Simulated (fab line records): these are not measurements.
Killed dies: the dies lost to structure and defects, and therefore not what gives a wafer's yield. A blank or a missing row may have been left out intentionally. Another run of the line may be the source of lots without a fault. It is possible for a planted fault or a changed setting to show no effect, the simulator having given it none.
Matching of chambers / flow sky130 / SKY_LI_CONTACT_CMP_24 on cmp-02 has 4 sister chambers
The step polishes, stops on PSG, t overpolish 20 s, target thk 0 nm. 4 wafers are shown with their chamber, then 7 later ones without.

## WAFERS PAIRED WITH THEIR CHAMBERS
wafer=L623.6; chamber=0; motor current A (A)=11.1
wafer=L626.5; chamber=2; motor current A (A)=11.0
wafer=L626.6; chamber=1; motor current A (A)=10.3
wafer=L635.1; chamber=3; motor current A (A)=10.5

## WAFERS WITH NO CHAMBER GIVEN
wafer=L635.2; motor current A (A)=10.5
wafer=L636.2; motor current A (A)=10.6
wafer=L636.4; motor current A (A)=10.6
wafer=L636.5; motor current A (A)=10.4
wafer=L640.1; motor current A (A)=9.9
wafer=L640.5; motor current A (A)=10.3
wafer=L640.6; motor current A (A)=10.5

## EACH ONE'S CHAMBER
wafer=L635.2; from the rows above=can't be placed: 3 or 1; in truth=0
wafer=L636.2; from the rows above=can't be placed: 3 or 1 or 2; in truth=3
wafer=L636.4; from the rows above=can't be placed: 3 or 1 or 2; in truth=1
wafer=L636.5; from the rows above=can't be placed: 1 or 3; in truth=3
wafer=L640.1; from the rows above=can't be placed: 1 or 3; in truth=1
wafer=L640.5; from the rows above=can't be placed: 1 or 3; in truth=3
wafer=L640.6; from the rows above=can't be placed: 3 or 1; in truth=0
0 of 7 placed correctly. These rows do not allow placing 7 (true chamber among the candidates in 5). Wrongly placed: 0.
How it was worked out, from the rows above alone: a wafer's distance from a chamber is the root of the sum, over the readings, of the square of ((its reading less the chamber's mean) divided by the reading's scatter). If the next closest chamber is less than 2 further off than the closest, the wafer can't be placed; otherwise it belongs to the closest. Each chamber's mean is taken over the wafers shown for it. The scatter (one wafer shown for each chamber): square how far every hidden wafer sits from the nearest shown wafer, average those squares and take the square root.
